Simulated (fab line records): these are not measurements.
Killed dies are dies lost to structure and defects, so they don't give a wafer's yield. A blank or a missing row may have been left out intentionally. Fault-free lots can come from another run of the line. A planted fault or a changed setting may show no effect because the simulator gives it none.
fab line records ; flow sky130 ; part 1 of 2: steps 1 to 24 of 33
[record] lots = 5; wafers = 15; last-day = 49
route steps=708 shown RES_PROTECT@216 POLY_GATE@217 LDD_N@237
lots with no fault: from the same line, run without faults
start-h: start of the lot's first displayed wafer, in hours after the record's first day ; wait-h: how many hours have passed since the lot's step before this one ; " same as the row above ; L1.1+2: several wafers, shown together as one row ; - either no value or no given start ; * or withheld: withheld ; < > ~ a bound
route shown NAME@n: names a module that has steps shown in the file, with the first one's number in the route ; usual: mean/standard deviation of fault-free wafers ; same: alike in all rows ; chamber/n: place in a boat ; sites: each site's reading ; _std_site: the standard deviation of these ; _edge_site: mean of outer sites minus mean of inner sites ; radius-mm: how far each site lies from the wafer's centre ; mask NAME#n: copy n ; behind: tool/chamber where the wafer was last shaped ; hold: the reason the lot was held/the length of the hold in hours/how it ended ; device: names the non-switching transistor (n, p or np) ; end of line: at the end of the route, the tests of the same wafers ; a step without rows: its recipe alone ; killed: not the wafer's yield, but the dies lost to structure and defects at the first sort ; map: a wafer's dies, x killed, . not, _ none there
set.NAME: the setting the step ran with; set.NAME@STEP: the setting that earlier step ran with ; model.NAME: the simulator's own value behind a step, which no gauge read
lots seen at some steps along the route; tables by step, rows by wafer
services: when a tool's chamber went out of use (start-h, in hours from the record's first day, below 0 if earlier), for how many hours, and the reason
[[steps]]
[step SKY_RES_PROTECT_CLEAN_09]
[recipe] chemistry = SC1/SC2; mix = 1:4:20; temp-c = 70; time-s = 150; dry = n2-spin
lot.wafer;tool;chamber;start-h;wait-h
L083.2+3+5;wet-bench-03;2;415.28;0.0
L085.3+4+5;wet-bench-01;3;434.53;0.0
L086.1+3+5;wet-bench-03;1;448.85;0.1
L091.4+5+6;wet-bench-03;2;484.85;0.0
L094.3+4+6;wet-bench-02;1;510.83;0.0
[step SKY_POLY_GATE_CVD_03]
[recipe] material = Si3N4; precursor = DCS/NH3; target-thk-nm = 75; temp-c = 770; time-s = 1290; pressure-mtorr = 250
[usual] pressure-mtorr = 249.9/0.53; zone-power-bottom-pct = 19.3/0.55
lot.wafer;tool;chamber;start-h;wait-h;pressure-mtorr;zone-power-bottom-pct
L083.2;lpcvd-02;1;415.94;0.6;250.1;19.8
L083.3;lpcvd-02;1;415.94;0.6;250.5;19.8
L083.5;lpcvd-02;1;415.94;0.6;250.2;19.8
L085.3;lpcvd-02;1;434.88;0.3;250.5;19.8
L085.4;lpcvd-02;1;434.88;0.3;250.4;19.7
L085.5;lpcvd-02;1;434.88;0.3;250.4;20.0
L086.1;lpcvd-02;0;449.12;0.2;249.9;18.8
L086.3;lpcvd-02;0;449.12;0.2;249.7;18.8
L086.5;lpcvd-02;0;449.12;0.2;250.7;18.7
L091.4;lpcvd-02;1;484.90;0.0;248.9;19.7
L091.5;lpcvd-02;1;484.90;0.0;249.7;19.8
L091.6;lpcvd-02;1;484.90;0.0;250.5;19.7
L094.3;lpcvd-02;1;511.34;0.5;250.0;19.9
L094.4;lpcvd-02;1;511.34;0.5;250.1;19.9
L094.6;lpcvd-02;1;511.34;0.5;250.9;20.0
[step SKY_POLY_GATE_THK_MEAS_04]
[recipe] reads = Si3N4_of_POLY_GATE_CVD_03
[usual] POLY_GATE_CVD_03_THK = 74.6/0.7
lot.wafer;tool;chamber;start-h;wait-h;POLY_GATE_CVD_03_THK[nm]
L083.2;film-metro-03;-;417.31;0.0;74.1
L083.3;film-metro-03;-;417.31;0.0;73.7
L083.5;film-metro-03;-;417.31;0.0;73.7
L085.3;film-metro-01;-;436.26;0.0;74.7
L085.4;film-metro-01;-;436.26;0.0;75.5
L085.5;film-metro-01;-;436.26;0.0;74.6
L086.1;film-metro-03;-;451.15;0.0;74.3
L086.3;film-metro-03;-;451.15;0.0;74.0
L086.5;film-metro-03;-;451.15;0.0;74.1
L091.4;film-metro-04;-;486.29;0.0;74.8
L091.5;film-metro-04;-;486.29;0.0;75.5
L091.6;film-metro-04;-;486.29;0.0;75.1
L094.3;film-metro-04;-;512.72;0.0;74.5
L094.4;film-metro-04;-;512.72;0.0;74.8
L094.6;film-metro-04;-;512.72;0.0;74.7
[step SKY_POLY_GATE_DEHYDRATE_05]
[recipe] temp-c = 200; time-s = 60
[usual] chill-plate-temp-C = 23.01/0.091
lot.wafer;tool;chamber;start-h;wait-h;chill-plate-temp-C
L083.2;litho-track-01;0;431.81;14.5;22.97
L083.3;litho-track-01;0;431.81;14.5;22.96
L083.5;litho-track-01;0;431.81;14.5;22.94
L085.3;litho-track-04;0;450.29;14.0;22.96
L085.4;litho-track-04;0;450.29;14.0;23.05
L085.5;litho-track-04;0;450.29;14.0;23.12
L086.1;litho-track-04;0;465.59;14.4;22.94
L086.3;litho-track-04;0;465.59;14.4;22.91
L086.5;litho-track-04;0;465.59;14.4;23.02
L091.4;litho-track-04;0;501.71;15.4;22.87
L091.5;litho-track-04;0;501.71;15.4;23.02
L091.6;litho-track-04;0;501.71;15.4;22.95
L094.3;litho-track-04;0;527.04;14.3;22.97
L094.4;litho-track-04;0;527.04;14.3;23.12
L094.6;litho-track-04;0;527.04;14.3;23.00
[step SKY_POLY_GATE_HMDS_06]
[recipe] prime-time-s = 60; prime-temp-c = 120
[usual] chill-plate-temp-C = 23.01/0.087
lot.wafer;tool;chamber;start-h;wait-h;chill-plate-temp-C
L083.2;litho-track-01;0;431.96;0.1;23.01
L083.3;litho-track-01;0;431.96;0.1;22.90
L083.5;litho-track-01;0;431.96;0.1;23.01
L085.3;litho-track-04;0;450.44;0.1;23.02
L085.4;litho-track-04;0;450.44;0.1;23.15
L085.5;litho-track-04;0;450.44;0.1;22.98
L086.1;litho-track-04;0;465.74;0.1;22.96
L086.3;litho-track-04;0;465.74;0.1;23.01
L086.5;litho-track-04;0;465.74;0.1;23.01
L091.4;litho-track-04;0;501.86;0.1;22.99
L091.5;litho-track-04;0;501.86;0.1;22.99
L091.6;litho-track-04;0;501.86;0.1;23.02
L094.3;litho-track-04;0;527.19;0.1;23.04
L094.4;litho-track-04;0;527.19;0.1;23.02
L094.6;litho-track-04;0;527.19;0.1;23.06
[step SKY_POLY_GATE_COAT_07]
[recipe] resist = BARC; temp-c = withheld; time-s = withheld; spin-rpm = 3000; resist-thk-nm = 110
[usual] chill-plate-temp-C = *
lot.wafer;tool;chamber;start-h;wait-h;chill-plate-temp-C
L083.2;litho-track-01;0;432.11;0.1;*
L083.3;litho-track-01;0;432.11;0.1;*
L083.5;litho-track-01;0;432.11;0.1;*
L085.3;litho-track-04;0;450.59;0.1;*
L085.4;litho-track-04;0;450.59;0.1;*
L085.5;litho-track-04;0;450.59;0.1;*
L086.1;litho-track-04;0;465.89;0.1;*
L086.3;litho-track-04;0;465.89;0.1;*
L086.5;litho-track-04;0;465.89;0.1;*
L091.4;litho-track-04;0;502.01;0.1;*
L091.5;litho-track-04;0;502.01;0.1;*
L091.6;litho-track-04;0;502.01;0.1;*
L094.3;litho-track-04;0;527.34;0.1;*
L094.4;litho-track-04;0;527.34;0.1;*
L094.6;litho-track-04;0;527.34;0.1;*
[step SKY_POLY_GATE_COAT_08]
[recipe] resist = KrF-thick; spin-rpm = 3000; resist-thk-nm = 450
[usual] chill-plate-temp-C = 23.00/0.095
lot.wafer;tool;chamber;start-h;wait-h;chill-plate-temp-C
L083.2;litho-track-01;0;-;-;23.11
L083.3;litho-track-01;0;-;-;23.08
L083.5;litho-track-01;0;-;-;23.04
L085.3;litho-track-04;0;-;-;22.98
L085.4;litho-track-04;0;-;-;23.04
L085.5;litho-track-04;0;-;-;22.96
L086.1;litho-track-04;0;-;-;22.99
L086.3;litho-track-04;0;-;-;23.10
L086.5;litho-track-04;0;-;-;23.06
L091.4;litho-track-04;0;-;-;22.89
L091.5;litho-track-04;0;-;-;22.99
L091.6;litho-track-04;0;-;-;22.96
L094.3;litho-track-04;0;-;-;22.90
L094.4;litho-track-04;0;-;-;22.93
L094.6;litho-track-04;0;-;-;22.99
[step SKY_POLY_GATE_SOFTBAKE_09]
[recipe] temp-c = 100; time-s = 90; resist = KrF-thick
[usual] chill-plate-temp-C = 23.00/0.11
lot.wafer;tool;chamber;start-h;wait-h;chill-plate-temp-C
L083.2;litho-track-01;0;-;-;23.07
L083.3;litho-track-01;0;-;-;23.19
L083.5;litho-track-01;0;-;-;23.22
L085.3;litho-track-04;0;-;-;22.94
L085.4;litho-track-04;0;-;-;23.19
L085.5;litho-track-04;0;-;-;22.89
L086.1;litho-track-04;0;-;-;22.99
L086.3;litho-track-04;0;-;-;22.86
L086.5;litho-track-04;0;-;-;23.05
L091.4;litho-track-04;0;-;-;23.17
L091.5;litho-track-04;0;-;-;22.93
L091.6;litho-track-04;0;-;-;23.09
L094.3;litho-track-04;0;-;-;23.04
L094.4;litho-track-04;0;-;-;23.02
L094.6;litho-track-04;0;-;-;22.91
[step SKY_POLY_GATE_EXPOSE_10]
[recipe] mask-id = P1M; na = 0.68; source-shape = conventional; sigma-outer = 0.6; target-cd-nm = 150; dose-mj = 28
[usual] stage-vel-mm-s = 499.98/0.25
lot.wafer;tool;chamber;start-h;wait-h;mask;stage-vel-mm-s
L083.2;krf-scanner-02;0;-;-;P1M#0;499.97
L083.3;krf-scanner-02;0;-;-;P1M#0;500.43
L083.5;krf-scanner-02;0;-;-;P1M#0;500.32
L085.3;krf-scanner-02;0;-;-;P1M#0;500.15
L085.4;krf-scanner-02;0;-;-;P1M#0;500.08
L085.5;krf-scanner-02;0;-;-;P1M#0;499.74
L086.1;krf-scanner-01;0;-;-;P1M#0;499.97
L086.3;krf-scanner-01;0;-;-;P1M#0;500.14
L086.5;krf-scanner-01;0;-;-;P1M#0;500.28
L091.4;krf-scanner-01;0;-;-;P1M#0;499.96
L091.5;krf-scanner-01;0;-;-;P1M#0;500.00
L091.6;krf-scanner-01;0;-;-;P1M#0;500.44
L094.3;krf-scanner-02;0;-;-;P1M#0;499.76
L094.4;krf-scanner-02;0;-;-;P1M#0;499.93
L094.6;krf-scanner-02;0;-;-;P1M#0;500.15
[step SKY_POLY_GATE_PEB_11]
[recipe] peb-temp-c = withheld; peb-time-s = withheld; resist = KrF-thick
[usual] chill-plate-temp-C = *
lot.wafer;tool;chamber;start-h;wait-h;chill-plate-temp-C
L083.2;litho-track-02;0;-;-;*
L083.3;litho-track-02;0;-;-;*
L083.5;litho-track-02;0;-;-;*
L085.3;litho-track-02;0;-;-;*
L085.4;litho-track-02;0;-;-;*
L085.5;litho-track-02;0;-;-;*
L086.1;litho-track-04;0;-;-;*
L086.3;litho-track-04;0;-;-;*
L086.5;litho-track-04;0;-;-;*
L091.4;litho-track-01;0;-;-;*
L091.5;litho-track-01;0;-;-;*
L091.6;litho-track-01;0;-;-;*
L094.3;litho-track-02;0;-;-;*
L094.4;litho-track-02;0;-;-;*
L094.6;litho-track-02;0;-;-;*
[step SKY_POLY_GATE_DEVELOP_12]
[recipe] develop-time-s = 60; resist = KrF-thick; dev-temp-c = 21
[usual] chill-plate-temp-C = 22.98/0.12
lot.wafer;tool;chamber;start-h;wait-h;chill-plate-temp-C
L083.2;litho-track-02;0;-;-;22.98
L083.3;litho-track-02;0;-;-;22.99
L083.5;litho-track-02;0;-;-;23.01
L085.3;litho-track-02;0;-;-;23.11
L085.4;litho-track-02;0;-;-;23.17
L085.5;litho-track-02;0;-;-;23.17
L086.1;litho-track-04;0;-;-;22.96
L086.3;litho-track-04;0;-;-;22.92
L086.5;litho-track-04;0;-;-;22.90
L091.4;litho-track-01;0;-;-;22.92
L091.5;litho-track-01;0;-;-;22.86
L091.6;litho-track-01;0;-;-;23.02
L094.3;litho-track-02;0;-;-;22.76
L094.4;litho-track-02;0;-;-;22.74
L094.6;litho-track-02;0;-;-;23.04
[step SKY_POLY_GATE_CD_MEAS_13]
[recipe] target-cd-nm = 150
[usual] cd-nm = 149.9/1.4
lot.wafer;tool;chamber;start-h;wait-h;cd-nm
L083.2;cd-sem-01;-;447.64;-;148.5
L083.3;cd-sem-01;-;447.64;-;147.8
L083.5;cd-sem-01;-;447.64;-;148.7
L085.3;cd-sem-01;-;465.56;-;149.3
L085.4;cd-sem-01;-;465.56;-;148.3
L085.5;cd-sem-01;-;465.56;-;149.2
L086.1;cd-sem-02;-;481.19;-;149.3
L086.3;cd-sem-02;-;481.19;-;150.0
L086.5;cd-sem-02;-;481.19;-;150.7
L091.4;cd-sem-02;-;517.55;-;150.3
L091.5;cd-sem-02;-;517.55;-;151.2
L091.6;cd-sem-02;-;517.55;-;151.4
L094.3;cd-sem-02;-;542.61;-;149.1
L094.4;cd-sem-02;-;542.61;-;149.7
L094.6;cd-sem-02;-;542.61;-;147.5
[step SKY_POLY_GATE_OVL_MEAS_14]
[usual] POLY_GATE_OVL = 3/5.1
lot.wafer;tool;chamber;start-h;wait-h;POLY_GATE_OVL[nm]
L083.2;overlay-01;-;447.75;0.1;-1
L083.3;overlay-01;-;447.75;0.1;1
L083.5;overlay-01;-;447.75;0.1;-3
L085.3;overlay-02;-;465.65;0.1;6
L085.4;overlay-02;-;465.65;0.1;10
L085.5;overlay-02;-;465.65;0.1;4
L086.1;overlay-01;-;481.31;0.1;4
L086.3;overlay-01;-;481.31;0.1;8
L086.5;overlay-01;-;481.31;0.1;7
L091.4;overlay-01;-;517.63;0.1;12
L091.5;overlay-01;-;517.63;0.1;8
L091.6;overlay-01;-;517.63;0.1;12
L094.3;overlay-02;-;542.70;0.1;1
L094.4;overlay-02;-;542.70;0.1;5
L094.6;overlay-02;-;542.70;0.1;-7
[step SKY_POLY_GATE_ETCH_15]
[recipe] chemistry = N2/H2; target = BARC; ion-energy-ev = 200; source-w = 500; bias-w = 100; pressure-mtorr = 30; n2-flow-sccm = 100; h2-flow-sccm = 200; stop-on = SiO2; time-s = 118.5; target-depth-a = 1100
[usual] drypump-motor-current-A = 5.7/0.43; oes-product-au = 0.716/0.0048; throttle-valve-pct = 13.213/0.0082
lot.wafer;tool;chamber;start-h;wait-h;drypump-motor-current-A;oes-product-au;rf-hours-counter-h;throttle-valve-pct
L083.2;rie-diel-04;1;447.78;0.0;5.9;0.717;13;13.208
L083.3;rie-diel-04;0;447.78;0.0;5.9;0.714;2;13.200
L083.5;rie-diel-04;1;447.78;0.0;5.9;0.714;-;13.213
L085.3;rie-diel-01;2;465.68;0.0;5.8;0.708;66;13.204
L085.4;rie-diel-01;3;465.68;0.0;5.0;0.715;-;13.198
L085.5;rie-diel-01;2;465.68;0.0;5.8;0.713;-;13.211
L086.1;rie-diel-04;2;481.34;0.0;5.6;0.712;91;13.221
L086.3;rie-diel-04;1;481.34;0.0;5.9;0.713;14;13.219
L086.5;rie-diel-04;2;481.34;0.0;5.6;0.717;-;13.222
L091.4;rie-diel-04;3;517.69;0.1;5.0;0.723;-;13.225
L091.5;rie-diel-04;3;517.69;0.1;5.1;0.719;-;13.216
L091.6;rie-diel-04;0;517.69;0.1;5.9;0.719;-;13.215
L094.3;rie-diel-04;2;542.73;0.0;5.6;0.718;0;13.217
L094.4;rie-diel-04;1;542.73;0.0;5.9;0.718;15;13.212
L094.6;rie-diel-04;0;542.73;0.0;5.9;0.717;-;13.204
[step SKY_POLY_GATE_ETCH_16]
[recipe] stop-on = poly-Si; chemistry = CH3F/O2; target = Si3N4; source-w = 400; bias-w = 80; pressure-mtorr = 25; ch3f-flow-sccm = 40; O2_flow_sccm = 30; time-s = 147.5; target-depth-a = 750
[usual] drypump-motor-current-A = 5.7/0.43; oes-product-au = 0.639/0.0052; throttle-valve-pct = 10.534/0.0087
lot.wafer;tool;chamber;start-h;wait-h;drypump-motor-current-A;oes-product-au;rf-hours-counter-h;throttle-valve-pct
L083.2;rie-diel-04;1;447.86;0.0;6.0;0.631;13;10.548
L083.3;rie-diel-04;0;447.86;0.0;5.9;0.638;2;10.537
L083.5;rie-diel-04;1;447.86;0.0;5.9;0.641;-;10.540
L085.3;rie-diel-01;2;465.76;0.0;5.8;0.640;66;10.519
L085.4;rie-diel-01;3;465.76;0.0;5.0;0.646;-;10.546
L085.5;rie-diel-01;2;465.76;0.0;5.8;0.646;-;10.528
L086.1;rie-diel-04;2;481.43;0.0;5.6;0.638;91;10.525
L086.3;rie-diel-04;1;481.43;0.0;5.9;0.629;14;10.523
L086.5;rie-diel-04;2;481.43;0.0;5.6;0.636;-;10.553
L091.4;rie-diel-04;3;517.82;0.1;5.0;0.639;-;10.541
L091.5;rie-diel-04;3;517.82;0.1;5.0;0.640;-;10.534
L091.6;rie-diel-04;0;517.82;0.1;5.9;0.640;-;10.525
L094.3;rie-diel-04;2;542.81;0.0;5.6;0.634;0;10.517
L094.4;rie-diel-04;1;542.81;0.0;5.9;0.639;15;10.541
L094.6;rie-diel-04;0;542.81;0.0;5.9;0.636;-;10.541
[step SKY_POLY_GATE_ETCH_17]
[recipe] target-depth-nm = 180; stop-on = SiO2; over-etch-frac = 0.56667; chemistry = HBr/Cl2; target = poly-Si; icp-w = 400; bias-w = 100; pressure-mtorr = 10; HBr_flow_sccm = 150; Cl2_flow_sccm = 50; time-s = 70.5
[usual] HBr_flow_sccm = 150.0/0.43; drypump-motor-current-A = 5.6/0.39; oes-product-au = 0.983/0.0068; throttle-valve-pct = 33.686/0.0092
[same] over-etch-frac = 0.56667
lot.wafer;tool;chamber;start-h;wait-h;HBr_flow_sccm;drypump-motor-current-A;oes-product-au;rf-hours-counter-h;throttle-valve-pct
L083.2;rie-si-01;1;447.96;0.0;150.0;5.4;0.981;5;33.679
L083.3;rie-si-01;3;447.96;0.0;149.6;6.1;0.972;23;33.686
L083.5;rie-si-01;0;447.96;0.0;149.7;5.2;0.982;-;33.686
L085.3;rie-si-01;2;465.86;0.0;150.1;5.6;0.981;0;33.694
L085.4;rie-si-01;1;465.86;0.0;150.8;5.4;0.982;5;33.695
L085.5;rie-si-01;0;465.86;0.0;150.2;5.2;0.985;-;33.673
L086.1;rie-si-02;1;481.52;0.0;149.9;5.4;0.995;2;33.672
L086.3;rie-si-02;2;481.52;0.0;150.1;6.4;0.987;26;33.696
L086.5;rie-si-02;3;481.52;0.0;150.5;5.3;0.985;-;33.704
L091.4;rie-si-01;3;517.92;0.0;150.4;6.1;0.977;24;33.664
L091.5;rie-si-01;0;517.92;0.0;150.0;5.2;0.983;-;33.683
L091.6;rie-si-01;1;517.92;0.0;150.4;5.4;0.986;-;33.665
L094.3;rie-si-02;0;542.91;0.0;150.5;5.8;1.000;1;33.686
L094.4;rie-si-02;3;542.91;0.0;150.3;5.3;0.999;2;33.688
L094.6;rie-si-02;1;542.91;0.0;149.6;5.3;0.986;-;33.693
[step SKY_POLY_GATE_STRIP_18]
[recipe] chemistry = O2/N2; power-w = 1400; pressure-mtorr = 1500; platen-temp-c = withheld; o2-flow-sccm = 3000; n2-flow-sccm = 300; overash-fraction = 0.5
[usual] drypump-motor-current-A = 5.70/0.22; oes-product-au = 0.361/0.0045; strip-time-to-endpoint-s = 3.18/0.034
lot.wafer;tool;chamber;start-h;wait-h;drypump-motor-current-A;oes-product-au;rf-hours-counter-h;strip-time-to-endpoint-s
L083.2;plasma-asher-04;1;448.02;0.0;5.86;0.364;32;3.17
L083.3;plasma-asher-04;0;448.02;0.0;5.69;0.368;-;3.20
L083.5;plasma-asher-04;1;448.02;0.0;5.84;0.359;-;3.17
L085.3;plasma-asher-04;0;465.95;0.1;5.71;0.354;-;3.14
L085.4;plasma-asher-04;1;465.95;0.1;5.83;0.356;-;3.19
L085.5;plasma-asher-04;0;465.95;0.1;5.69;0.355;-;3.11
L086.1;plasma-asher-01;1;481.58;0.0;6.00;0.357;5;3.15
L086.3;plasma-asher-01;0;481.58;0.0;5.42;0.359;-;3.19
L086.5;plasma-asher-01;0;481.58;0.0;5.44;0.355;-;3.19
L091.4;plasma-asher-04;1;518.01;0.1;5.82;0.367;-;3.24
L091.5;plasma-asher-04;0;518.01;0.1;5.68;0.362;-;3.21
L091.6;plasma-asher-04;1;518.01;0.1;5.85;0.362;-;3.21
L094.3;plasma-asher-01;0;543.00;0.1;5.43;0.364;-;3.27
L094.4;plasma-asher-01;1;543.00;0.1;5.98;0.362;-;3.15
L094.6;plasma-asher-01;1;543.00;0.1;6.00;0.364;-;3.20
[step SKY_POLY_GATE_CLEAN_19]
[recipe] chemistry = SC1/SC2; mix = 1:4:20; temp-c = 70; time-s = 150; dry = n2-spin
lot.wafer;tool;chamber;start-h;wait-h
L083.2+3+5;wet-bench-01;2;448.12;0.1
L085.3+4+5;wet-bench-04;3;466.02;0.0
L086.1+3+5;wet-bench-02;1;481.68;0.1
L091.4+5+6;wet-bench-02;2;518.07;0.0
L094.3+4+6;wet-bench-01;0;543.07;0.0
[step SKY_POLY_GATE_OXIDATION_20]
[recipe] temp-c = 850; ambient = O2; stabilise-s = 600; purge-s = 300; target-thk-a = 40; ox-time-s = 899
[usual] ox-temp-c = 849.9/0.39; zone-power-bottom-pct = 24.3/1
lot.wafer;tool;chamber;start-h;wait-h;ox-temp-c;zone-power-bottom-pct
L083.2;furnace-02;0;450.18;2.0;849.4;23.4
L083.3;furnace-02;0;450.18;2.0;849.3;23.5
L083.5;furnace-02;0;450.18;2.0;849.7;23.3
L085.3;furnace-01;0;467.01;0.9;850.0;25.4
L085.4;furnace-01;0;467.01;0.9;850.0;25.2
L085.5;furnace-01;0;467.01;0.9;849.9;25.0
L086.1;furnace-02;0;482.09;0.4;849.7;23.3
L086.3;furnace-02;0;482.09;0.4;850.4;23.1
L086.5;furnace-02;0;482.09;0.4;850.6;23.1
L091.4;furnace-02;0;518.13;0.0;850.2;23.3
L091.5;furnace-02;0;518.13;0.0;850.5;23.2
L091.6;furnace-02;0;518.13;0.0;849.4;23.1
L094.3;furnace-01;0;544.00;0.9;850.8;25.5
L094.4;furnace-01;0;544.00;0.9;850.2;25.4
L094.6;furnace-01;0;544.00;0.9;850.1;25.9
[step SKY_POLY_GATE_THK_MEAS_21]
[recipe] reads = SiO2_of_POLY_GATE_OXIDATION_20
[usual] POLY_GATE_OXIDATION_THK = 4.01/0.089
lot.wafer;tool;chamber;start-h;wait-h;POLY_GATE_OXIDATION_THK[nm]
L083.2;film-metro-04;-;451.44;0.0;4.03
L083.3;film-metro-04;-;451.44;0.0;4.12
L083.5;film-metro-04;-;451.44;0.0;4.06
L085.3;film-metro-03;-;468.28;0.0;4.00
L085.4;film-metro-03;-;468.28;0.0;3.99
L085.5;film-metro-03;-;468.28;0.0;3.96
L086.1;film-metro-01;-;483.34;0.0;4.13
L086.3;film-metro-01;-;483.34;0.0;4.13
L086.5;film-metro-01;-;483.34;0.0;4.13
L091.4;film-metro-01;-;519.41;0.0;4.00
L091.5;film-metro-01;-;519.41;0.0;4.00
L091.6;film-metro-01;-;519.41;0.0;3.98
L094.3;film-metro-01;-;545.27;0.0;4.08
L094.4;film-metro-01;-;545.27;0.0;4.06
L094.6;film-metro-01;-;545.27;0.0;4.08
[step SKY_POLY_GATE_CD_MEAS_22]
[usual] cd-nm = 148.8/2.3
lot.wafer;tool;chamber;start-h;wait-h;cd-nm
L083.2;cd-sem-02;-;451.54;0.1;150.1
L083.3;cd-sem-02;-;451.54;0.1;143.4
L083.5;cd-sem-02;-;451.54;0.1;146.5
L085.3;cd-sem-01;-;468.37;0.1;148.6
L085.4;cd-sem-01;-;468.37;0.1;149.9
L085.5;cd-sem-01;-;468.37;0.1;146.8
L086.1;cd-sem-01;-;483.40;0.1;150.5
L086.3;cd-sem-01;-;483.40;0.1;149.1
L086.5;cd-sem-01;-;483.40;0.1;152.4
L091.4;cd-sem-01;-;519.59;0.2;149.1
L091.5;cd-sem-01;-;519.59;0.2;149.3
L091.6;cd-sem-01;-;519.59;0.2;148.7
L094.3;cd-sem-02;-;545.37;0.1;151.9
L094.4;cd-sem-02;-;545.37;0.1;151.6
L094.6;cd-sem-02;-;545.37;0.1;143.7
[step SKY_LDD_N_DEHYDRATE_00]
[recipe] temp-c = 200; time-s = 60
[usual] chill-plate-temp-C = 22.98/0.098
lot.wafer;tool;chamber;start-h;wait-h;chill-plate-temp-C
L083.2;litho-track-03;0;466.45;14.9;22.92
L083.3;litho-track-03;0;466.45;14.9;22.89
L083.5;litho-track-03;0;466.45;14.9;23.05
L085.3;litho-track-04;0;482.54;14.1;23.11
L085.4;litho-track-04;0;482.54;14.1;22.97
L085.5;litho-track-04;0;482.54;14.1;22.91
L086.1;litho-track-03;0;498.37;14.9;22.88
L086.3;litho-track-03;0;498.37;14.9;22.88
L086.5;litho-track-03;0;498.37;14.9;23.05
L091.4;litho-track-02;0;534.00;14.4;23.20
L091.5;litho-track-02;0;534.00;14.4;23.07
L091.6;litho-track-02;0;534.00;14.4;23.08
L094.3;litho-track-04;0;559.24;13.8;22.97
L094.4;litho-track-04;0;559.24;13.8;23.08
L094.6;litho-track-04;0;559.24;13.8;22.97
[step SKY_LDD_N_HMDS_01]
[recipe] prime-time-s = 60; prime-temp-c = 120
[usual] chill-plate-temp-C = 23.01/0.1
lot.wafer;tool;chamber;start-h;wait-h;chill-plate-temp-C
L083.2;litho-track-03;0;466.60;0.1;23.01
L083.3;litho-track-03;0;466.60;0.1;23.18
L083.5;litho-track-03;0;466.60;0.1;23.18
L085.3;litho-track-04;0;482.69;0.1;22.88
L085.4;litho-track-04;0;482.69;0.1;22.90
L085.5;litho-track-04;0;482.69;0.1;22.90
L086.1;litho-track-03;0;498.52;0.1;23.10
L086.3;litho-track-03;0;498.52;0.1;23.18
L086.5;litho-track-03;0;498.52;0.1;23.07
L091.4;litho-track-02;0;534.15;0.1;22.89
L091.5;litho-track-02;0;534.15;0.1;22.82
L091.6;litho-track-02;0;534.15;0.1;22.89
L094.3;litho-track-04;0;559.39;0.1;23.04
L094.4;litho-track-04;0;559.39;0.1;22.85
L094.6;litho-track-04;0;559.39;0.1;23.10
[step SKY_LDD_N_COAT_02]
[recipe] resist = NOVOLAK; spin-rpm = 3000; resist-thk-nm = 300
[usual] chill-plate-temp-C = 23.00/0.099
lot.wafer;tool;chamber;start-h;wait-h;chill-plate-temp-C
L083.2;litho-track-03;0;466.75;0.1;22.92
L083.3;litho-track-03;0;466.75;0.1;22.96
L083.5;litho-track-03;0;466.75;0.1;22.96
L085.3;litho-track-04;0;482.84;0.1;22.99
L085.4;litho-track-04;0;482.84;0.1;23.26
L085.5;litho-track-04;0;482.84;0.1;23.02
L086.1;litho-track-03;0;498.67;0.1;23.03
L086.3;litho-track-03;0;498.67;0.1;23.02
L086.5;litho-track-03;0;498.67;0.1;23.01
L091.4;litho-track-02;0;534.30;0.1;23.01
L091.5;litho-track-02;0;534.30;0.1;23.02
L091.6;litho-track-02;0;534.30;0.1;23.09
L094.3;litho-track-04;0;559.54;0.1;22.87
L094.4;litho-track-04;0;559.54;0.1;23.02
L094.6;litho-track-04;0;559.54;0.1;22.81
